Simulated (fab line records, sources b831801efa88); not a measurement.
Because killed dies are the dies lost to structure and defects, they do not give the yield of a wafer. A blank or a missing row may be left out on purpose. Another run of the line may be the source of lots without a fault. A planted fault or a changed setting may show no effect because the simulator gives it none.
fab line records :: flow sky130 :: part 2 of 2: steps 27 to 38 of 38
[record]
  lots = 5
  wafers = 15
  last_day = 49
route steps=708 shown CAP2M@609 METAL4@621 VIA4@639
lots untouched by any fault: they come from a run of this same line in which no faults occurred
start_h: the number of hours between the record's first day and the start of the first shown wafer of the lot :: wait_h: hours since the lot's step before :: " the same as in the row above :: L1.1+2: a row that stands for several wafers :: - no value, or no start given :: * or withheld: withheld :: < > ~ a bound
route shown NAME@n: NAME is a module with steps in the file, n the number in the route of the first one :: usual: mean/standard deviation taken from wafers without a fault :: same: alike in all rows :: chamber/n: place in a boat :: sites: readings site by site :: _std_site: standard deviation of those values :: _edge_site: inner sites' mean taken away from outer sites' mean :: radius_mm: for every site, how far away it sits from the centre of the wafer :: mask NAME#n: copy n :: behind: tool/chamber where the wafer was last shaped :: hold: what put the lot on hold/how long, in hours/how the hold closed :: device: names the non-switching transistor (n, p or np) :: end of line: the same wafers' tests at the end of the route :: step lacking rows: just its recipe :: killed: dies lost to structure and defects at the first sort, not the wafer's yield :: map: a wafer's dies, marking killed ones x, the rest . and places with no die _
set.NAME: the setting the step ran with; set.NAME@STEP: the setting that earlier step ran with :: model.NAME: the simulator's own value behind a step, which no gauge read
a table for each step, a row for each wafer; lots at some steps of the route
services: a tool's chamber out of use, with start hour (start_h, from the record's first day; less than 0 if before it), hours out, and reason
[[steps]]
[step SKY_METAL4_STRIP_19]
[recipe]
  chemistry = O2/N2
  power_w = 1400
  pressure_mtorr = 1500
  platen_temp_c = withheld
  o2_flow_sccm = 3000
  n2_flow_sccm = 300
  overash_fraction = 0.5
[usual]
  drypump_motor_current_A = 6.1/0.47
  oes_product_au = 0.505/0.0067
  strip_time_to_endpoint_s = 6.60/0.13
lot.wafer: L074.2
tool: plasma_asher-03
chamber: 0
start_h: 986.75
wait_h: 0.1
drypump_motor_current_A: 5.7
oes_product_au: 0.513
rf_hours_counter_h: 25
strip_time_to_endpoint_s: 6.72

lot.wafer: L074.4
tool: plasma_asher-03
chamber: 1
start_h: 986.75
wait_h: 0.1
drypump_motor_current_A: 6.4
oes_product_au: 0.504
rf_hours_counter_h: -
strip_time_to_endpoint_s: 6.72

lot.wafer: L074.5
tool: plasma_asher-03
chamber: 1
start_h: 986.75
wait_h: 0.1
drypump_motor_current_A: 6.4
oes_product_au: 0.516
rf_hours_counter_h: -
strip_time_to_endpoint_s: 6.72

lot.wafer: L076.2
tool: plasma_asher-01
chamber: 0
start_h: 1002.84
wait_h: 0.1
drypump_motor_current_A: 6.7
oes_product_au: 0.508
rf_hours_counter_h: 56
strip_time_to_endpoint_s: 6.55

lot.wafer: L076.3
tool: plasma_asher-01
chamber: 0
start_h: 1002.84
wait_h: 0.1
drypump_motor_current_A: 6.7
oes_product_au: 0.504
rf_hours_counter_h: -
strip_time_to_endpoint_s: 6.60

lot.wafer: L076.5
tool: plasma_asher-01
chamber: 0
start_h: 1002.84
wait_h: 0.1
drypump_motor_current_A: 6.7
oes_product_au: 0.501
rf_hours_counter_h: -
strip_time_to_endpoint_s: 6.57

lot.wafer: L085.4
tool: plasma_asher-03
chamber: 0
start_h: 1057.69
wait_h: 0.1
drypump_motor_current_A: 5.7
oes_product_au: 0.508
rf_hours_counter_h: -
strip_time_to_endpoint_s: 6.53

lot.wafer: L085.5
tool: plasma_asher-03
chamber: 0
start_h: 1057.69
wait_h: 0.1
drypump_motor_current_A: 5.6
oes_product_au: 0.494
rf_hours_counter_h: -
strip_time_to_endpoint_s: 6.52

lot.wafer: L085.6
tool: plasma_asher-03
chamber: 1
start_h: 1057.69
wait_h: 0.1
drypump_motor_current_A: 6.4
oes_product_au: 0.505
rf_hours_counter_h: -
strip_time_to_endpoint_s: 6.54

lot.wafer: L086.1
tool: plasma_asher-02
chamber: 1
start_h: 1072.99
wait_h: 0.1
drypump_motor_current_A: 5.4
oes_product_au: 0.494
rf_hours_counter_h: 87
strip_time_to_endpoint_s: 6.55

lot.wafer: L086.5
tool: plasma_asher-02
chamber: 0
start_h: 1072.99
wait_h: 0.1
drypump_motor_current_A: 6.0
oes_product_au: 0.514
rf_hours_counter_h: -
strip_time_to_endpoint_s: 6.61

lot.wafer: L086.6
tool: plasma_asher-02
chamber: 1
start_h: 1072.99
wait_h: 0.1
drypump_motor_current_A: 5.4
oes_product_au: 0.498
rf_hours_counter_h: -
strip_time_to_endpoint_s: 6.45

lot.wafer: L092.1
tool: plasma_asher-01
chamber: 0
start_h: 1097.45
wait_h: 0.1
drypump_motor_current_A: 6.7
oes_product_au: 0.513
rf_hours_counter_h: 65
strip_time_to_endpoint_s: 6.79

lot.wafer: L092.5
tool: plasma_asher-01
chamber: 0
start_h: 1097.45
wait_h: 0.1
drypump_motor_current_A: 6.7
oes_product_au: 0.494
rf_hours_counter_h: -
strip_time_to_endpoint_s: 6.63

lot.wafer: L092.6
tool: plasma_asher-01
chamber: 1
start_h: 1097.45
wait_h: 0.1
drypump_motor_current_A: 6.4
oes_product_au: 0.515
rf_hours_counter_h: -
strip_time_to_endpoint_s: 6.71
[step SKY_METAL4_STRIP_20]
[recipe]
  chemistry = post_etch_residue_remover
  time_s = 1200
  temp_c = 72.5
lot.wafer: L074.2+4+5
tool: wet_bench-01
chamber: 1
start_h: 986.85
wait_h: 0.1

lot.wafer: L076.2+3+5
tool: wet_bench-03
chamber: 1
start_h: 1002.94
wait_h: 0.1

lot.wafer: L085.4+5+6
tool: wet_bench-01
chamber: 2
start_h: 1057.75
wait_h: 0.0

lot.wafer: L086.1+5+6
tool: wet_bench-03
chamber: 0
start_h: 1073.09
wait_h: 0.1

lot.wafer: L092.1+5+6
tool: wet_bench-02
chamber: 3
start_h: 1097.55
wait_h: 0.1
[step SKY_METAL4_CLEAN_21]
[recipe]
  chemistry = IPA
  time_s = 180
  temp_c = 25
lot.wafer: L074.2+4+5
tool: wet_bench-03
chamber: 2
start_h: 987.19
wait_h: 0.0

lot.wafer: L076.2+3+5
tool: wet_bench-03
chamber: 1
start_h: 1003.28
wait_h: 0.0

lot.wafer: L085.4+5+6
tool: wet_bench-03
chamber: 2
start_h: 1058.09
wait_h: 0.0

lot.wafer: L086.1+5+6
tool: wet_bench-03
chamber: 3
start_h: 1073.43
wait_h: 0.0

lot.wafer: L092.1+5+6
tool: wet_bench-02
chamber: 2
start_h: 1097.89
wait_h: 0.0
[step SKY_METAL4_CLEAN_22]
[recipe]
  chemistry = O3/DIW
  dry = n2_spin
lot.wafer: L074.2+4+5
tool: wet_bench-02
chamber: 3
start_h: 987.25
wait_h: 0.0

lot.wafer: L076.2+3+5
tool: wet_bench-03
chamber: 1
start_h: 1003.34
wait_h: 0.0

lot.wafer: L085.4+5+6
tool: wet_bench-02
chamber: 3
start_h: 1058.21
wait_h: 0.0

lot.wafer: L086.1+5+6
tool: wet_bench-01
chamber: 2
start_h: 1073.54
wait_h: 0.1

lot.wafer: L092.1+5+6
tool: wet_bench-03
chamber: 0
start_h: 1097.95
wait_h: 0.0
[step SKY_VIA4_HDPCVD_00]
[recipe]
  material = SiO2
  target_thk_nm = 1750
  sigma_open_frac = 0.3
  time_s = 291.7
  temp_c = 400
  sih4_flow_sccm = 60
  pressure_mtorr = 6
[usual]
  sih4_flow_sccm = 59.99/0.18
lot.wafer: L074.2
tool: hdpcvd-02
chamber: 2
start_h: 987.34
wait_h: 0.0
sih4_flow_sccm: 59.96

lot.wafer: L074.4
tool: hdpcvd-02
chamber: 1
start_h: 987.34
wait_h: 0.0
sih4_flow_sccm: 60.20

lot.wafer: L074.5
tool: hdpcvd-02
chamber: 2
start_h: 987.34
wait_h: 0.0
sih4_flow_sccm: 59.93

lot.wafer: L076.2
tool: hdpcvd-02
chamber: 2
start_h: 1003.43
wait_h: 0.0
sih4_flow_sccm: 60.21

lot.wafer: L076.3
tool: hdpcvd-02
chamber: 0
start_h: 1003.43
wait_h: 0.0
sih4_flow_sccm: 59.81

lot.wafer: L076.5
tool: hdpcvd-02
chamber: 2
start_h: 1003.43
wait_h: 0.0
sih4_flow_sccm: 60.10

lot.wafer: L085.4
tool: hdpcvd-01
chamber: 1
start_h: 1058.40
wait_h: 0.1
sih4_flow_sccm: 60.13

lot.wafer: L085.5
tool: hdpcvd-01
chamber: 2
start_h: 1058.40
wait_h: 0.1
sih4_flow_sccm: 59.79

lot.wafer: L085.6
tool: hdpcvd-01
chamber: 0
start_h: 1058.40
wait_h: 0.1
sih4_flow_sccm: 59.98

lot.wafer: L086.1
tool: hdpcvd-01
chamber: 2
start_h: 1073.63
wait_h: 0.0
sih4_flow_sccm: 60.02

lot.wafer: L086.5
tool: hdpcvd-01
chamber: 2
start_h: 1073.63
wait_h: 0.0
sih4_flow_sccm: 60.11

lot.wafer: L086.6
tool: hdpcvd-01
chamber: 1
start_h: 1073.63
wait_h: 0.0
sih4_flow_sccm: 59.77

lot.wafer: L092.1
tool: hdpcvd-01
chamber: 1
start_h: 1098.06
wait_h: 0.0
sih4_flow_sccm: 60.16

lot.wafer: L092.5
tool: hdpcvd-01
chamber: 2
start_h: 1098.06
wait_h: 0.0
sih4_flow_sccm: 60.15

lot.wafer: L092.6
tool: hdpcvd-01
chamber: 0
start_h: 1098.06
wait_h: 0.0
sih4_flow_sccm: 60.20
[step SKY_VIA4_THK_MEAS_01]
[recipe]
  reads = SiO2_of_VIA4_HDPCVD_00
[usual]
  VIA4_HDPCVD_THK = 1747/26
lot.wafer: L074.2
tool: film_metro-01
chamber: -
start_h: 987.53
wait_h: 0.1
VIA4_HDPCVD_THK[nm]: 1774

lot.wafer: L074.4
tool: film_metro-01
chamber: -
start_h: 987.53
wait_h: 0.1
VIA4_HDPCVD_THK[nm]: 1727

lot.wafer: L074.5
tool: film_metro-01
chamber: -
start_h: 987.53
wait_h: 0.1
VIA4_HDPCVD_THK[nm]: 1785

lot.wafer: L076.2
tool: film_metro-04
chamber: -
start_h: 1003.62
wait_h: 0.1
VIA4_HDPCVD_THK[nm]: 1780

lot.wafer: L076.3
tool: film_metro-04
chamber: -
start_h: 1003.62
wait_h: 0.1
VIA4_HDPCVD_THK[nm]: 1768

lot.wafer: L076.5
tool: film_metro-04
chamber: -
start_h: 1003.62
wait_h: 0.1
VIA4_HDPCVD_THK[nm]: 1770

lot.wafer: L085.4
tool: film_metro-01
chamber: -
start_h: 1058.52
wait_h: 0.0
VIA4_HDPCVD_THK[nm]: 1709

lot.wafer: L085.5
tool: film_metro-01
chamber: -
start_h: 1058.52
wait_h: 0.0
VIA4_HDPCVD_THK[nm]: 1725

lot.wafer: L085.6
tool: film_metro-01
chamber: -
start_h: 1058.52
wait_h: 0.0
VIA4_HDPCVD_THK[nm]: 1703

lot.wafer: L086.1
tool: film_metro-01
chamber: -
start_h: 1073.81
wait_h: 0.1
VIA4_HDPCVD_THK[nm]: 1774

lot.wafer: L086.5
tool: film_metro-01
chamber: -
start_h: 1073.81
wait_h: 0.1
VIA4_HDPCVD_THK[nm]: 1761

lot.wafer: L086.6
tool: film_metro-01
chamber: -
start_h: 1073.81
wait_h: 0.1
VIA4_HDPCVD_THK[nm]: 1723

lot.wafer: L092.1
tool: film_metro-03
chamber: -
start_h: 1098.24
wait_h: 0.1
VIA4_HDPCVD_THK[nm]: 1721

lot.wafer: L092.5
tool: film_metro-03
chamber: -
start_h: 1098.24
wait_h: 0.1
VIA4_HDPCVD_THK[nm]: 1758

lot.wafer: L092.6
tool: film_metro-03
chamber: -
start_h: 1098.24
wait_h: 0.1
VIA4_HDPCVD_THK[nm]: 1687
[step SKY_VIA4_CMP_02]
[recipe]
  material = SiO2
  down_force_psi = 4
  platen_rpm = 60
  pad_velocity_m_s = 0.94248
[usual]
  motor_current_A = 11.8/1.2
lot.wafer: L074.4
tool: cmp-02
chamber: 1
start_h: 987.58
wait_h: 0.0
motor_current_A: 11.9

lot.wafer: L074.2
tool: cmp-02
chamber: 3
start_h: 987.58
wait_h: 0.0
motor_current_A: 12.8

lot.wafer: L074.5
tool: cmp-02
chamber: 1
start_h: 987.58
wait_h: 0.0
motor_current_A: 11.8

lot.wafer: L076.2
tool: cmp-02
chamber: 3
start_h: 1003.77
wait_h: 0.1
motor_current_A: 12.8

lot.wafer: L076.3
tool: cmp-02
chamber: 0
start_h: 1003.77
wait_h: 0.1
motor_current_A: 12.0

lot.wafer: L076.5
tool: cmp-02
chamber: 2
start_h: 1003.77
wait_h: 0.1
motor_current_A: 11.7

lot.wafer: L085.4
tool: cmp-01
chamber: 2
start_h: 1058.70
wait_h: 0.2
motor_current_A: 9.7

lot.wafer: L085.6
tool: cmp-01
chamber: 3
start_h: 1058.70
wait_h: 0.2
motor_current_A: 12.7

lot.wafer: L085.5
tool: cmp-01
chamber: 0
start_h: 1058.70
wait_h: 0.2
motor_current_A: 11.9

lot.wafer: L086.1
tool: cmp-02
chamber: 2
start_h: 1073.97
wait_h: 0.1
motor_current_A: 12.6

lot.wafer: L086.6
tool: cmp-02
chamber: 0
start_h: 1073.97
wait_h: 0.1
motor_current_A: 13.4

lot.wafer: L086.5
tool: cmp-02
chamber: 1
start_h: 1073.97
wait_h: 0.1
motor_current_A: 12.0

lot.wafer: L092.1
tool: cmp-01
chamber: 0
start_h: 1098.45
wait_h: 0.2
motor_current_A: 12.4

lot.wafer: L092.6
tool: cmp-01
chamber: 1
start_h: 1098.45
wait_h: 0.2
motor_current_A: 11.8

lot.wafer: L092.5
tool: cmp-01
chamber: 2
start_h: 1098.45
wait_h: 0.2
motor_current_A: 9.3
[step SKY_VIA4_BOW_MEAS_03]
[recipe]
  mode = bow
[usual]
  VIA4_BOW = 79/7.6
lot.wafer: L074.2
tool: film_metro-04
chamber: -
start_h: 987.90
wait_h: 0.2
VIA4_BOW[um]: 99

lot.wafer: L074.4
tool: film_metro-04
chamber: -
start_h: 987.90
wait_h: 0.2
VIA4_BOW[um]: 84

lot.wafer: L074.5
tool: film_metro-04
chamber: -
start_h: 987.90
wait_h: 0.2
VIA4_BOW[um]: 81

lot.wafer: L076.2
tool: film_metro-01
chamber: -
start_h: 1003.99
wait_h: 0.2
VIA4_BOW[um]: 55

lot.wafer: L076.3
tool: film_metro-01
chamber: -
start_h: 1003.99
wait_h: 0.2
VIA4_BOW[um]: 75

lot.wafer: L076.5
tool: film_metro-01
chamber: -
start_h: 1003.99
wait_h: 0.2
VIA4_BOW[um]: 62

lot.wafer: L085.4
tool: film_metro-04
chamber: -
start_h: 1058.91
wait_h: 0.2
VIA4_BOW[um]: 88

lot.wafer: L085.5
tool: film_metro-04
chamber: -
start_h: 1058.91
wait_h: 0.2
VIA4_BOW[um]: 82

lot.wafer: L085.6
tool: film_metro-04
chamber: -
start_h: 1058.91
wait_h: 0.2
VIA4_BOW[um]: 102

lot.wafer: L086.1
tool: film_metro-04
chamber: -
start_h: 1074.17
wait_h: 0.1
VIA4_BOW[um]: 81

lot.wafer: L086.5
tool: film_metro-04
chamber: -
start_h: 1074.17
wait_h: 0.1
VIA4_BOW[um]: 72

lot.wafer: L086.6
tool: film_metro-04
chamber: -
start_h: 1074.17
wait_h: 0.1
VIA4_BOW[um]: 73

lot.wafer: L092.1
tool: film_metro-04
chamber: -
start_h: 1098.60
wait_h: 0.1
VIA4_BOW[um]: 78

lot.wafer: L092.5
tool: film_metro-04
chamber: -
start_h: 1098.60
wait_h: 0.1
VIA4_BOW[um]: 68

lot.wafer: L092.6
tool: film_metro-04
chamber: -
start_h: 1098.60
wait_h: 0.1
VIA4_BOW[um]: 84
[step SKY_VIA4_DEHYDRATE_04]
[recipe]
  temp_c = 200
  time_s = 60
[usual]
  heater_power_total_W = 160.37/0.11
lot.wafer: L074.2
tool: litho_track-03
chamber: 0
start_h: 999.19
wait_h: 11.3
heater_power_total_W: 160.33

lot.wafer: L074.4
tool: litho_track-03
chamber: 0
start_h: 999.19
wait_h: 11.3
heater_power_total_W: 160.46

lot.wafer: L074.5
tool: litho_track-03
chamber: 0
start_h: 999.19
wait_h: 11.3
heater_power_total_W: 160.33

lot.wafer: L076.2
tool: litho_track-04
chamber: 0
start_h: 1016.11
wait_h: 12.1
heater_power_total_W: 160.41

lot.wafer: L076.3
tool: litho_track-04
chamber: 0
start_h: 1016.11
wait_h: 12.1
heater_power_total_W: 160.51

lot.wafer: L076.5
tool: litho_track-04
chamber: 0
start_h: 1016.11
wait_h: 12.1
heater_power_total_W: 160.33

lot.wafer: L085.4
tool: litho_track-04
chamber: 0
start_h: 1070.06
wait_h: 11.1
heater_power_total_W: 160.25

lot.wafer: L085.5
tool: litho_track-04
chamber: 0
start_h: 1070.06
wait_h: 11.1
heater_power_total_W: 160.42

lot.wafer: L085.6
tool: litho_track-04
chamber: 0
start_h: 1070.06
wait_h: 11.1
heater_power_total_W: 160.49

lot.wafer: L086.1
tool: litho_track-04
chamber: 0
start_h: 1083.94
wait_h: 9.7
heater_power_total_W: 160.28

lot.wafer: L086.5
tool: litho_track-04
chamber: 0
start_h: 1083.94
wait_h: 9.7
heater_power_total_W: 160.26

lot.wafer: L086.6
tool: litho_track-04
chamber: 0
start_h: 1083.94
wait_h: 9.7
heater_power_total_W: 160.39

lot.wafer: L092.1
tool: litho_track-04
chamber: 0
start_h: 1108.64
wait_h: 10.0
heater_power_total_W: 160.30

lot.wafer: L092.5
tool: litho_track-04
chamber: 0
start_h: 1108.64
wait_h: 10.0
heater_power_total_W: 160.49

lot.wafer: L092.6
tool: litho_track-04
chamber: 0
start_h: 1108.64
wait_h: 10.0
heater_power_total_W: 160.21
[step SKY_VIA4_HMDS_05]
[recipe]
  prime_time_s = 60
  prime_temp_c = 120
lot.wafer: L074.2+4+5
tool: litho_track-03
chamber: 0
start_h: 999.34
wait_h: 0.1

lot.wafer: L076.2+3+5
tool: litho_track-04
chamber: 0
start_h: 1016.26
wait_h: 0.1

lot.wafer: L085.4+5+6
tool: litho_track-04
chamber: 0
start_h: 1070.21
wait_h: 0.1

lot.wafer: L086.1+5+6
tool: litho_track-04
chamber: 0
start_h: 1084.09
wait_h: 0.1

lot.wafer: L092.1+5+6
tool: litho_track-04
chamber: 0
start_h: 1108.79
wait_h: 0.1
[step SKY_VIA4_COAT_06]
[recipe]
  resist = NOVOLAK
  spin_rpm = 3000
  resist_thk_nm = 1140
[usual]
  dispense_pressure_kPa = 55.0/0.67
lot.wafer: L074.2
tool: litho_track-03
chamber: 0
start_h: 999.49
wait_h: 0.1
dispense_pressure_kPa: 55.5

lot.wafer: L074.4
tool: litho_track-03
chamber: 0
start_h: 999.49
wait_h: 0.1
dispense_pressure_kPa: 55.5

lot.wafer: L074.5
tool: litho_track-03
chamber: 0
start_h: 999.49
wait_h: 0.1
dispense_pressure_kPa: 55.5

lot.wafer: L076.2
tool: litho_track-04
chamber: 0
start_h: 1016.41
wait_h: 0.1
dispense_pressure_kPa: 54.1

lot.wafer: L076.3
tool: litho_track-04
chamber: 0
start_h: 1016.41
wait_h: 0.1
dispense_pressure_kPa: 54.2

lot.wafer: L076.5
tool: litho_track-04
chamber: 0
start_h: 1016.41
wait_h: 0.1
dispense_pressure_kPa: 54.2

lot.wafer: L085.4
tool: litho_track-04
chamber: 0
start_h: 1070.36
wait_h: 0.1
dispense_pressure_kPa: 54.2

lot.wafer: L085.5
tool: litho_track-04
chamber: 0
start_h: 1070.36
wait_h: 0.1
dispense_pressure_kPa: 54.2

lot.wafer: L085.6
tool: litho_track-04
chamber: 0
start_h: 1070.36
wait_h: 0.1
dispense_pressure_kPa: 54.2

lot.wafer: L086.1
tool: litho_track-04
chamber: 0
start_h: 1084.24
wait_h: 0.1
dispense_pressure_kPa: 54.2

lot.wafer: L086.5
tool: litho_track-04
chamber: 0
start_h: 1084.24
wait_h: 0.1
dispense_pressure_kPa: 54.2

lot.wafer: L086.6
tool: litho_track-04
chamber: 0
start_h: 1084.24
wait_h: 0.1
dispense_pressure_kPa: 54.2

lot.wafer: L092.1
tool: litho_track-04
chamber: 0
start_h: 1108.94
wait_h: 0.1
dispense_pressure_kPa: 54.2

lot.wafer: L092.5
tool: litho_track-04
chamber: 0
start_h: 1108.94
wait_h: 0.1
dispense_pressure_kPa: 54.2

lot.wafer: L092.6
tool: litho_track-04
chamber: 0
start_h: 1108.94
wait_h: 0.1
dispense_pressure_kPa: 54.2
[step SKY_VIA4_SOFTBAKE_07]
[recipe]
  temp_c = 90
  time_s = 60
  resist = NOVOLAK
[usual]
  heater_power_total_W = 56.59/0.044
lot.wafer: L074.2
tool: litho_track-03
chamber: 0
start_h: 999.64
wait_h: 0.1
heater_power_total_W: 56.63

lot.wafer: L074.4
tool: litho_track-03
chamber: 0
start_h: 999.64
wait_h: 0.1
heater_power_total_W: 56.59

lot.wafer: L074.5
tool: litho_track-03
chamber: 0
start_h: 999.64
wait_h: 0.1
heater_power_total_W: 56.64

lot.wafer: L076.2
tool: litho_track-04
chamber: 0
start_h: 1016.56
wait_h: 0.1
heater_power_total_W: 56.50

lot.wafer: L076.3
tool: litho_track-04
chamber: 0
start_h: 1016.56
wait_h: 0.1
heater_power_total_W: 56.62

lot.wafer: L076.5
tool: litho_track-04
chamber: 0
start_h: 1016.56
wait_h: 0.1
heater_power_total_W: 56.58

lot.wafer: L085.4
tool: litho_track-04
chamber: 0
start_h: 1070.51
wait_h: 0.1
heater_power_total_W: 56.53

lot.wafer: L085.5
tool: litho_track-04
chamber: 0
start_h: 1070.51
wait_h: 0.1
heater_power_total_W: 56.56

lot.wafer: L085.6
tool: litho_track-04
chamber: 0
start_h: 1070.51
wait_h: 0.1
heater_power_total_W: 56.55

lot.wafer: L086.1
tool: litho_track-04
chamber: 0
start_h: 1084.39
wait_h: 0.1
heater_power_total_W: 56.53

lot.wafer: L086.5
tool: litho_track-04
chamber: 0
start_h: 1084.39
wait_h: 0.1
heater_power_total_W: 56.65

lot.wafer: L086.6
tool: litho_track-04
chamber: 0
start_h: 1084.39
wait_h: 0.1
heater_power_total_W: 56.58

lot.wafer: L092.1
tool: litho_track-04
chamber: 0
start_h: 1109.09
wait_h: 0.1
heater_power_total_W: 56.57

lot.wafer: L092.5
tool: litho_track-04
chamber: 0
start_h: 1109.09
wait_h: 0.1
heater_power_total_W: 56.61

lot.wafer: L092.6
tool: litho_track-04
chamber: 0
start_h: 1109.09
wait_h: 0.1
heater_power_total_W: 56.57
[[services]]
tool: iline_stepper-01
chamber: -
start_h: 933.50
hours: 3.5
kind: repair

tool: rie_diel-03
chamber: 0
start_h: 940.75
hours: 26.5
kind: repair

tool: rie_metal-03
chamber: 1
start_h: 946.09
hours: 1.0
kind: repair

tool: hdpcvd-02
chamber: -
start_h: 950.25
hours: 15.0
kind: pm

tool: krf_scanner-02
chamber: -
start_h: 950.36
hours: 1.3
kind: pm

tool: krf_scanner-02
chamber: -
start_h: 954.11
hours: 1.0
kind: pm

tool: cmp-02
chamber: -
start_h: 970.80
hours: 5.8
kind: repair

tool: wet_bench-03
chamber: -
start_h: 973.22
hours: 1.9
kind: pm

tool: hdpcvd-02
chamber: -
start_h: 980.71
hours: 4.1
kind: repair

tool: hdpcvd-01
chamber: -
start_h: 984.85
hours: 6.0
kind: pm

tool: hdpcvd-02
chamber: 0
start_h: 987.70
hours: 12.2
kind: repair

tool: rie_metal-04
chamber: 0
start_h: 1014.22
hours: 18.0
kind: repair

tool: rie_diel-03
chamber: 2
start_h: 1017.88
hours: 34.3
kind: repair

tool: rie_metal-03
chamber: -
start_h: 1020.39
hours: 1.3
kind: repair

tool: plasma_asher-03
chamber: -
start_h: 1022.98
hours: 1.3
kind: repair

tool: krf_scanner-02
chamber: -
start_h: 1023.76
hours: 0.8
kind: pm

tool: hdpcvd-01
chamber: 0
start_h: 1038.57
hours: 6.7
kind: repair

tool: wet_bench-04
chamber: -
start_h: 1039.95
hours: 2.7
kind: repair

tool: iline_stepper-01
chamber: -
start_h: 1059.21
hours: 1.7
kind: pm

tool: cmp-02
chamber: -
start_h: 1059.91
hours: 1.5
kind: repair

tool: hdpcvd-02
chamber: -
start_h: 1081.29
hours: 3.3
kind: repair

tool: cmp-01
chamber: -
start_h: 1084.08
hours: 4.0
kind: pm

tool: hdpcvd-01
chamber: 0
start_h: 1092.62
hours: 3.6
kind: repair

tool: plasma_asher-01
chamber: -
start_h: 1107.79
hours: 3.3
kind: repair
